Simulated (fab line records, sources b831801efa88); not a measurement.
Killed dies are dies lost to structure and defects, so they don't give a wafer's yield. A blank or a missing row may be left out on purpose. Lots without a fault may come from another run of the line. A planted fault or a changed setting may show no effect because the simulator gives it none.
fab line records | flow gf180mcu
record lots=14 wafers=42 last_day=34
route steps=602 shown MIM@512 V5@540
lots that met no fault: from a run of the same line without faults
start_h: hours from the record's first day to the start of the lot's first wafer shown | wait_h: hours since the lot's step before | " the same as in the row above | L1.1+2: a row that stands for several wafers | - no value, or no start given | * or withheld: withheld | < > ~ a bound
route shown NAME@n: a module of which the file shows steps, and the number in the route of the first | usual: mean/standard deviation of fault-free wafers | same: alike in all rows | chamber/n: place in a boat | sites: the reading at each site | _std_site: their standard deviation | _edge_site: outer sites' mean less inner sites' | radius_mm: how far each site lies from the wafer's centre | mask NAME#n: copy n | behind: the tool/chamber that last shaped the wafer | hold: why the lot was held/for how many hours/how that ended | device: the transistor (n, p or np) that didn't switch | end of line: the same wafers' tests at the end of the route | a step without rows: its recipe alone | killed: dies lost to structure and defects at the first sort, not the wafer's yield | map: a wafer's dies, x killed, . not, _ none there
set.NAME: the setting as run; set.NAME@STEP: as run at that earlier step | model.NAME: the simulator's own value behind a step, which no gauge read
steps of the route over a sample of lots; a table a step, a row a wafer
services: from which hour (start_h, from the record's first day; less than 0 if before it) a tool's chamber was out of use, for how many hours, and why
## steps
# step GF_MIM_SPUTTER_09
# recipe material=TiN target_thk_nm=35 power_w=6500 time_s=29.2 chamber_pressure_pa=0.4
# usual throttle_valve_pct=29.5/0.95
# columns lot.wafer tool chamber start_h wait_h throttle_valve_pct
L519.3 pvd_sputter-02 - 568.14 0.0 28.2
L519.4 " - " " 29.2
L519.5 " - " " 28.4
L520.2 pvd_sputter-02 - 576.86 0.0 28.7
L520.4 " - " " 29.8
L520.6 " - " " 28.9
L521.1 pvd_sputter-01 - 588.55 0.0 30.3
L521.3 " - " " 29.9
L521.4 " - " " 28.8
L522.3 pvd_sputter-01 - 590.66 0.0 31.2
L522.5 " - " " 29.0
L522.6 " - " " 30.5
L525.1 pvd_sputter-01 - 613.83 0.0 31.3
L525.4 " - " " 30.6
L525.6 " - " " 31.5
L529.1 pvd_sputter-04 - 638.92 0.0 28.5
L529.2 " - " " 31.2
L529.6 " - " " 28.6
L530.1 pvd_sputter-02 - 650.17 0.0 29.2
L530.3 " - " " 29.6
L530.5 " - " " 29.5
L531.3 pvd_sputter-02 - 657.84 0.0 28.5
L531.4 " - " " 28.7
L531.5 " - " " 29.9
L532.1 pvd_sputter-02 - 669.66 0.0 28.3
L532.2 " - " " 30.0
L532.3 " - " " 28.9
L533.2 pvd_sputter-01 - 674.13 0.0 28.9
L533.5 " - " " 31.3
L533.6 " - " " 29.7
L535.1 pvd_sputter-02 - 690.09 0.0 28.5
L535.2 " - " " 29.9
L535.6 " - " " 28.9
L536.3 pvd_sputter-04 - 693.47 0.0 31.3
L536.4 " - " " 28.4
L536.6 " - " " 29.6
L540.4 pvd_sputter-02 - 720.05 0.0 28.5
L540.5 " - " " 29.5
L540.6 " - " " 29.7
L541.1 pvd_sputter-02 - 721.52 0.0 28.1
L541.3 " - " " 29.3
L541.4 " - " " 29.0
# step GF_MIM_RS_MEAS_10
# recipe thk_meas_gauge=four-point-probe reads=TiN_of_MIM_SPUTTER_09+AlCu_of_MIM_SPUTTER_08+TiN_of_MIM_SPUTTER_07
# usual MIM_ALCU_RS=0.1602/0.0017
# columns lot.wafer tool chamber start_h wait_h MIM_ALCU_RS[ohm/sq]
L519.3 film_metro-03 - 568.21 0.1 0.1588
L519.4 " - " " 0.1601
L519.5 " - " " 0.1604
L520.2 film_metro-01 - 576.92 0.0 0.1578
L520.4 " - " " 0.1564
L520.6 " - " " 0.1579
L521.1 film_metro-03 - 588.58 0.0 0.1599
L521.3 " - " " 0.1621
L521.4 " - " " 0.1614
L522.3 film_metro-01 - 590.74 0.1 0.1631
L522.5 " - " " 0.1635
L522.6 " - " " 0.1604
L525.1 film_metro-02 - 613.86 0.0 0.1600
L525.4 " - " " 0.1578
L525.6 " - " " 0.1590
L529.1 film_metro-02 - 638.96 0.0 0.1597
L529.2 " - " " 0.1617
L529.6 " - " " 0.1596
L530.1 film_metro-01 - 650.21 0.0 0.1615
L530.3 " - " " 0.1603
L530.5 " - " " 0.1619
L531.3 film_metro-03 - 657.91 0.1 0.1624
L531.4 " - " " 0.1637
L531.5 " - " " 0.1616
L532.1 film_metro-01 - 669.69 0.0 0.1606
L532.2 " - " " 0.1604
L532.3 " - " " 0.1608
L533.2 film_metro-02 - 674.18 0.0 0.1623
L533.5 " - " " 0.1606
L533.6 " - " " 0.1619
L535.1 film_metro-02 - 690.12 0.0 0.1586
L535.2 " - " " 0.1582
L535.6 " - " " 0.1588
L536.3 film_metro-02 - 693.54 0.1 0.1577
L536.4 " - " " 0.1585
L536.6 " - " " 0.1583
L540.4 film_metro-03 - 720.13 0.1 0.1622
L540.5 " - " " 0.1619
L540.6 " - " " 0.1619
L541.1 film_metro-02 - 721.55 0.0 0.1627
L541.3 " - " " 0.1631
L541.4 " - " " 0.1611
# step GF_V5_CVD_00
# recipe material=SiO2 target_thk_nm=300 sigma_open_frac=0.3 temp_c=400 time_s=50 sih4_flow_sccm=60 pressure_mtorr=6
# usual pressure_mtorr=6.002/0.013 run_length_s=78.1/0.42
# columns lot.wafer tool chamber start_h wait_h pressure_mtorr run_length_s
L519.3 hdpcvd-02 1 611.56 0.0 5.984 77.8
L519.4 " 1 " " 6.006 77.7
L519.5 " 0 " " 6.018 78.1
L520.2 hdpcvd-01 0 619.03 0.0 5.990 77.5
L520.4 " 2 " " 5.985 78.6
L520.6 " 0 " " 6.012 77.9
L521.1 hdpcvd-01 2 631.21 0.0 5.997 78.4
L521.3 " 1 " " 5.999 77.6
L521.4 " 1 " " 6.013 78.3
L522.3 hdpcvd-01 2 633.09 0.0 5.990 78.4
L522.5 " 0 " " 5.982 77.7
L522.6 " 1 " " 5.983 77.5
L525.1 hdpcvd-01 0 655.09 0.0 5.989 77.6
L525.4 " 2 " " 5.993 78.8
L525.6 " 1 " " 6.019 77.9
L529.1 hdpcvd-01 2 679.35 0.0 - -
L529.2 " 0 " " - -
L529.6 " 1 " " - -
L530.1 hdpcvd-02 1 689.87 0.0 - -
L530.3 " 0 " " - -
L530.5 " 1 " " - -
L531.3 hdpcvd-01 2 697.44 0.0 5.988 78.7
L531.4 " 1 " " 5.997 77.6
L531.5 " 0 " " 5.997 77.8
L532.1 hdpcvd-02 1 707.46 0.0 6.001 77.8
L532.2 " 2 " " 6.003 78.0
L532.3 " 0 " " 5.985 77.7
L533.2 hdpcvd-02 0 712.14 0.0 6.009 77.7
L533.5 " 2 " " 5.995 77.7
L533.6 " 1 " " 5.989 78.1
L535.1 hdpcvd-02 1 726.89 0.0 5.994 78.1
L535.2 " 0 " " 6.004 77.9
L535.6 " 0 " " 6.020 77.8
L536.3 hdpcvd-01 2 730.64 0.0 6.016 78.8
L536.4 " 2 " " 6.012 78.4
L536.6 " 1 " " 5.989 78.1
L540.4 hdpcvd-02 0 755.84 0.0 6.002 78.2
L540.5 " 2 " " 5.992 77.7
L540.6 " 1 " " 5.990 77.8
L541.1 hdpcvd-01 0 756.28 0.0 6.017 78.1
L541.3 " 1 " " 6.007 78.1
L541.4 " 2 " " 6.001 78.5
# step GF_V5_CVD_02
# recipe material=SiO2 target_thk_nm=1450 precursor=TEOS temp_c=400 time_s=163.28 rf_w=600
# usual heater_power_outer_w=390/79 heater_power_w=686/94
# columns lot.wafer tool chamber start_h wait_h heater_power_outer_w heater_power_w
L519.3 pecvd-04 2 611.67 0.0 286 538
L519.4 " 1 " " 403 792
L519.5 " 2 " " 329 609
L520.2 pecvd-04 1 619.14 0.0 393 732
L520.4 " 2 " " 332 591
L520.6 " 1 " " 311 647
L521.1 pecvd-04 1 631.32 0.1 338 688
L521.3 " 2 " " 341 619
L521.4 " 2 " " 244 490
L522.3 pecvd-01 2 633.19 0.0 340 665
L522.5 " 0 " " 360 677
L522.6 " 1 " " 272 508
L525.1 pecvd-02 2 655.20 0.1 440 718
L525.4 " 0 " " 328 671
L525.6 " 1 " " 504 801
L529.1 pecvd-04 2 679.46 0.1 258 514
L529.2 " 1 " " 429 792
L529.6 " 0 " " 501 770
L530.1 pecvd-04 2 689.98 0.1 295 564
L530.3 " 0 " " 428 658
L530.5 " 0 " " 497 760
L531.3 pecvd-01 0 697.54 0.0 461 794
L531.4 " 2 " " 269 561
L531.5 " 1 " " 259 515
L532.1 pecvd-02 0 707.57 0.1 415 768
L532.2 " 2 " " 464 753
L532.3 " 1 " " 470 774
L533.2 pecvd-04 1 712.25 0.0 389 774
L533.5 " 1 " " 311 657
L533.6 " 2 " " 239 481
L535.1 pecvd-02 0 726.99 0.1 388 713
L535.2 " 1 " " 434 714
L535.6 " 2 " " 367 634
L536.3 pecvd-02 0 730.75 0.0 333 653
L536.4 " 2 " " 360 620
L536.6 " 1 " " 498 814
L540.4 pecvd-02 1 755.97 0.1 401 640
L540.5 " 0 " " 317 628
L540.6 " 2 " " 358 604
L541.1 pecvd-04 2 756.38 0.1 333 623
L541.3 " 0 " " 486 741
L541.4 " 0 " " 528 796
## services
# columns tool chamber start_h hours kind
hdpcvd-01 0 545.60 3.7 repair
hdpcvd-02 0 554.25 - clean
hdpcvd-02 1 554.25 - clean
hdpcvd-02 2 554.25 - clean
pecvd-02 - 573.58 3.2 repair
hdpcvd-01 0 586.49 23.6 repair
pecvd-04 2 612.69 3.3 repair
pecvd-04 - 616.37 0.4 repair
hdpcvd-01 - 681.04 6.0 pm
pvd_sputter-02 - 683.85 3.8 repair
hdpcvd-01 - 711.87 3.3 repair
pvd_sputter-01 - 731.61 2.2 repair
pecvd-01 0 744.14 13.7 repair
pvd_sputter-04 - 747.35 6.3 repair
## key
first_sign step=GF_V5_CVD_00 reading=tool_record direction=missing
effect none on later readings
met_at GF_V5_CVD_00
struck_lots L529,L530
later_rows_left_out L529.1,L529.2,L529.6,L530.1,L530.3,L530.5
sort_left_out L529.1,L529.2,L529.6,L530.1,L530.3,L530.5
not_acting_at GF_MIM_SPUTTER_09,GF_MIM_RS_MEAS_10,GF_V5_CVD_02
onset_between 655.09 679.35
fault kind=skipped_step_whole tool=hdpcvd-01,hdpcvd-02 chamber=- onset_h=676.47 steps=GF_V5_CVD_00 scope=struck_lots_only
# sort_left_out: the simulated sort isn't trusted on such a fault, so these wafers' sort isn't shown, and their yield isn't known
# later_rows_left_out: the simulator's readings of these wafers behind a module that went badly wrong aren't trusted and aren't shown, but for the sort
